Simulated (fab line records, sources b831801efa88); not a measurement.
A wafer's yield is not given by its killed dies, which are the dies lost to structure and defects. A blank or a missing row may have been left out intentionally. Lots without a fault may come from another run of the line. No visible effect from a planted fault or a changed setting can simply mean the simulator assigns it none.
Which tool was responsible? ; flow sky130 ; 11 lots with 33 wafers sampled at 6 steps, on a route of 708 steps

## WHAT THE GAUGES READ, wafer by wafer
SKY_VIA1_OVL_MEAS_13. Usual: VIA1_OVL gives -1 nm (standard deviation 6.2).
lot;measured;on;VIA1_OVL (nm);flag
L284;day 34 02:14;overlay-02;-4 -16 -7;
L287;day 34 20:40;overlay-01;-4 -13 -9;
L292;day 36 22:08;overlay-02;-19 2 -12;
L291;day 37 00:25;overlay-01;0 2 0;
L293;day 37 02:02;overlay-02;-1 8 0;
L297;day 38 03:12;overlay-01;6 -1 2;
L298;day 38 09:51;overlay-02;6 11 7;
L299;day 38 12:50;overlay-02;1 -2 3;
L300;day 38 19:20;overlay-01;-9 -9 -4;
L301;day 39 01:49;overlay-01;5 7 1;
L307;day 40 19:05;overlay-01;-1 -1 -13;

SKY_METAL2_RS_MEAS_05: measurement is done with a four-point probe. Usual: METAL2_ALCU_RS gives 0.1269 ohm/sq (standard deviation 0.0016).
lot;measured;on;METAL2_ALCU_RS (ohm/sq);flag
L284;day 34 03:44;filmMetro-03;0.1265 0.1263 0.1260;
L287;day 34 22:11;filmMetro-01;0.1263 0.1277 0.1266;
L292;day 36 23:40;filmMetro-01;0.1279 0.1284 0.1276;
L291;day 37 01:54;filmMetro-01;0.1292 0.1269 0.1277;
L293;day 37 03:32;filmMetro-03;0.1245 0.1261 0.1260;
L297;day 38 04:43;filmMetro-03;0.1262 0.1287 0.1281;
L298;day 38 11:22;filmMetro-01;0.1284 0.1281 0.1273;
L299;day 38 14:25;filmMetro-04;0.1147 0.1141 0.1149;OFF
L300;day 38 20:53;filmMetro-01;0.1125 0.1143 0.1149;OFF
L301;day 39 03:40;filmMetro-01;0.1243 0.1254 0.1253;
L307;day 40 20:35;filmMetro-01;0.1244 0.1259 0.1249;

SKY_METAL2_THK_MEAS_06: measures by xrf. Usual: METAL2_ALCU_THK gives 247 nm (standard deviation 3.2).
lot;measured;on;METAL2_ALCU_THK (nm);flag
L284;day 34 03:52;filmMetro-03;247 247 250;
L287;day 34 22:17;filmMetro-01;252 249 251;
L292;day 36 23:45;filmMetro-01;247 246 247;
L291;day 37 02:01;filmMetro-01;243 248 249;
L293;day 37 03:39;filmMetro-03;251 245 248;
L297;day 38 04:49;filmMetro-03;250 245 248;
L298;day 38 11:28;filmMetro-01;246 246 246;
L299;day 38 14:32;filmMetro-04;266 266 266;OFF
L300;day 38 20:59;filmMetro-01;272 265 265;OFF
L301;day 39 03:46;filmMetro-01;253 253 253;
L307;day 40 20:43;filmMetro-01;253 249 252;

## EACH LOT AND THE TOOL THAT RAN IT (in order: tool; ch and the chambers of the sampled wafers; start)
lot;SKY_VIA1_SPUTTER_20;SKY_METAL2_SPUTTER_02;SKY_METAL2_SPUTTER_03
L284;pvdSputter-02, day 34 02:58;pvdSputter-01, day 34 03:39;pvdSputter-01, day 34 03:40
L287;pvdSputter-04, day 34 21:22;pvdSputter-01, day 34 22:02;pvdSputter-01, day 34 22:04
L292;pvdSputter-01, day 36 22:50;pvdSputter-03, day 36 23:31;pvdSputter-03, day 36 23:32
L291;pvdSputter-01, day 37 01:07;pvdSputter-03, day 37 01:49;pvdSputter-03, day 37 01:50
L293;pvdSputter-02, day 37 02:45;pvdSputter-04, day 37 03:26;pvdSputter-04, day 37 03:28
L297;pvdSputter-04, day 38 03:55;pvdSputter-01, day 38 04:36;pvdSputter-01, day 38 04:37
L298;pvdSputter-01, day 38 10:34;pvdSputter-03, day 38 11:15;pvdSputter-03, day 38 11:16
L299;pvdSputter-01, day 38 13:38;pvdSputter-03, day 38 14:19;pvdSputter-03, day 38 14:20
L300;pvdSputter-02, day 38 20:05;pvdSputter-03, day 38 20:46;pvdSputter-03, day 38 20:47
L301;pvdSputter-04, day 39 02:31;pvdSputter-01, day 39 03:32;pvdSputter-01, day 39 03:33
L307;pvdSputter-02, day 40 19:49;pvdSputter-01, day 40 20:30;pvdSputter-01, day 40 20:32
- SKY_VIA1_SPUTTER_20: material TiN, target thk 20 nm, time 80 s.
- SKY_METAL2_SPUTTER_02: material AlCu, target thk 250 nm, time 13.3 s.
- SKY_METAL2_SPUTTER_03: material Ti, target thk 5 nm, time 3.3 s.

## AS READ BY THE TOOLS THEMSELVES (means over the sampled wafers that have a number; for cases with no such wafer, the mark the record gives instead)
SKY_VIA1_SPUTTER_20. Usual: chamberPressurePa 5.001 Pa, standard deviation 0.0098; throttleValvePct 29.8 %, standard deviation 0.84.
lot;tool;chamberPressurePa (Pa);throttleValvePct (%);flag
L284;pvdSputter-02;5.002;29.7;
L287;pvdSputter-04;5.006;29.4;
L292;pvdSputter-01;5.003;30.2;
L291;pvdSputter-01;4.991;30.5;
L293;pvdSputter-02;5.002;29.3;
L297;pvdSputter-04;4.997;30.0;
L298;pvdSputter-01;5.005;29.6;
L299;pvdSputter-01;4.997;29.1;
L300;pvdSputter-02;4.999;29.3;
L301;pvdSputter-04;4.989;30.2;
L307;pvdSputter-02;4.991;29.2;

SKY_METAL2_SPUTTER_02. Usual: chamberPressurePa 0.4001 Pa, standard deviation 0.00084; throttleValvePct 30.1 %, standard deviation 1.2.
lot;tool;chamberPressurePa (Pa);throttleValvePct (%);flag
L284;pvdSputter-01;0.3997;30.3;
L287;pvdSputter-01;0.4005;30.5;
L292;pvdSputter-03;0.3997;29.6;
L291;pvdSputter-03;0.3990;30.4;
L293;pvdSputter-04;0.4006;29.8;
L297;pvdSputter-01;0.4000;30.7;
L298;pvdSputter-03;0.3996;30.0;
L299;pvdSputter-03;0.2593;36.8;OFF
L300;pvdSputter-03;0.2584;37.4;OFF
L301;pvdSputter-01;0.3989;29.6;
L307;pvdSputter-01;0.4015;30.9;

SKY_METAL2_SPUTTER_03. Usual: chamberPressurePa 0.3999 Pa, standard deviation 0.00086; throttleValvePct 30.1 %, standard deviation 1.2.
lot;tool;chamberPressurePa (Pa);throttleValvePct (%);flag
L284;pvdSputter-01;0.4001;30.4;
L287;pvdSputter-01;0.3998;30.4;
L292;pvdSputter-03;0.3997;29.9;
L291;pvdSputter-03;0.3996;30.4;
L293;pvdSputter-04;0.3998;30.0;
L297;pvdSputter-01;0.4000;30.8;
L298;pvdSputter-03;0.3988;29.7;
L299;pvdSputter-03;0.3996;29.4;
L300;pvdSputter-03;0.4001;29.9;
L301;pvdSputter-01;0.3989;29.7;
L307;pvdSputter-01;0.3999;30.6;

## THE ANSWER, worked out from the rows above alone
Rule: a lot counts as off when the mean over its wafers that have a number is more than 3 standard deviations away from the usual mean. A lot without any number at a reading at which 4 lots or more have one is off too. The other lots that the step has rows for count as sound. Order of review: gauges by route order, followed by the tools' own readings, for which a lot's mean as printed above is used. At the first step where some lot is off, the reading lying furthest off is the one used; lots without a number count as furthest.
Off: L299, L300, at SKY_METAL2_RS_MEAS_05 (METAL2_ALCU_RS).
If a tool, at a process step before that reading, ran all the lots that are off and no sound lot after the first of them, it fits. Not tried: the gauges at SKY_METAL2_RS_MEAS_05; whatever is off there is also off at SKY_METAL2_SPUTTER_02, on other tools, and gauge error can't account for it. One fits: pvdSputter-03 at SKY_METAL2_SPUTTER_02 and SKY_METAL2_SPUTTER_03. At SKY_METAL2_SPUTTER_02 its last sound lot is L298 (day 38 11:15), its first lot that is off L299 (day 38 14:19): a fault that began between those two fits.
The tool's own readings at SKY_METAL2_SPUTTER_02 bear it out: on the lots that are off they differ by more than 5 times the standard deviation of the sound lots' means. chamberPressurePa reads 0.2589 Pa there against 0.3999 Pa on the sound lots; throttleValvePct reads 37.1 % there against 30.2 % on the sound lots.

## WHAT THE SIMULATOR PUT IN
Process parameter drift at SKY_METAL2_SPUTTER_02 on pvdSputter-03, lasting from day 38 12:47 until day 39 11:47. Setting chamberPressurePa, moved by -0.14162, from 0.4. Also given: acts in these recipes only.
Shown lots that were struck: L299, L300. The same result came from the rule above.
